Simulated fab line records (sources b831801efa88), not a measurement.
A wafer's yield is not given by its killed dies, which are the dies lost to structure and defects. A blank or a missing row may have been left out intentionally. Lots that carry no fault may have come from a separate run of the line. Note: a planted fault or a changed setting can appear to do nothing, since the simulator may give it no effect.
Code-filled problem report in 8D (eight disciplines) form -- flow gf180mcu -- the parts of the form that need people (team, actions taken, sign-off) are left out

1. PROBLEM STATEMENT
Wafers free of any fault read 16.3 ohm/sq (standard deviation 0.35) for SALICIDE_TIN_RS at GF_SALICIDE_RS_MEAS_04, against a mean of 20.0 ohm/sq on 2 wafers of 2 lots. Measured from the usual mean, that is +11 standard deviations.
The step: measures by four-point-probe.
The first sign was on wafer L701.4 at day 18 15:32, on film-metro-04. The record has a number at this step for 39 wafers belonging to 13 lots. By rule, "out" or "out of limits" means more than 4 standard deviations away from the usual mean. The rest of the wafers with a number are treated as sound.

2. WHAT IT IS, AND WHAT IT ISN'T
question,is,is not
which readings at this step,SALICIDE_TIN_RS,-
which lots,"L701, L702","L693, L694, L696, L697, L698, L700, L703, L704, L711, L713, L714"
which wafers of those lots,"L701.4, L702.2","L701.2, L701.6, L702.4, L702.5"
read on which gauges,"film-metro-01, film-metro-04",film-metro-03
when,from day 18 15:32,"up to then (20 sound wafers); but 17 sound wafers of L702, L703, L704, L711, L713, L714 came after"

3. THE SUSPECTS, EACH WITH WHAT RULES IT OUT
Counting: a tool at a process step up to the reading stays a suspect if it ran every lot that is out. Sound lots after the first of them don't rule it out here, since some wafers of a struck lot are sound.
- the gauge at GF_SALICIDE_RS_MEAS_04 is ruled out. The wafers that are out were read on 2 gauges (film-metro-01, film-metro-04).
- pvd-sputter-04 at GF_SALICIDE_SPUTTER_03 (material TiN, target thk 20 nm, time 16.7 s): kept. Ran every lot that is out, first one L701 (day 18 15:30); last sound lot up to then L700 (day 18 07:10).
After counting, what remains is pvd-sputter-04 at GF_SALICIDE_SPUTTER_03.

4. THE CAUSE (what the simulator had put in)
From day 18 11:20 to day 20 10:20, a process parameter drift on pvd-sputter-04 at GF_SALICIDE_SPUTTER_03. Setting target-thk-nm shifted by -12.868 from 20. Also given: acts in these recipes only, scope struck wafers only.
This tool alone remained once counting was done.

5. THE EFFECT CHAIN, in route order
Each row: a reading whose mean over the struck wafers that have a number lies more than 3 standard deviations from the usual. Only readings whose record carries a usual standard deviation are examined. hours: median over the lots of the time between each lot's start at the first step of this table that gives one and its start at this step. sigmas: the change, counted in usual standard deviations.
hours,step,reading,usual,on struck wafers,change,sigmas
0,GF_SALICIDE_RS_MEAS_04,SALICIDE_TIN_RS,16.3 ohm/sq,20.0,+3.7,+11
0,GF_SALICIDE_THK_MEAS_05,SALICIDE_TIN_THK,20.12 nm,7.76,-12.36,-43
Later steps that measure or inspect, where all struck wafers having a row at the step show a number for every such reading and not one has moved that far: GF_CONTACT_CD_MEAS_14.

6. WHAT WOULD HAVE CAUGHT IT SOONER
Counted from the fault's start at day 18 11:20, it took 4 hours until the first out-of-limits reading at a measuring or inspecting step in this record, taken at day 18 15:32.
Tool readings at GF_SALICIDE_SPUTTER_03 with a usual standard deviation given in the record: none out on any struck wafer, hence no alarm at a limit of 4 standard deviations on them.
Lots out: 2; of these, L702 started GF_SALICIDE_SPUTTER_03 on pvd-sputter-04 after day 18 15:32. A tool hold placed at that time would have kept it from harm.
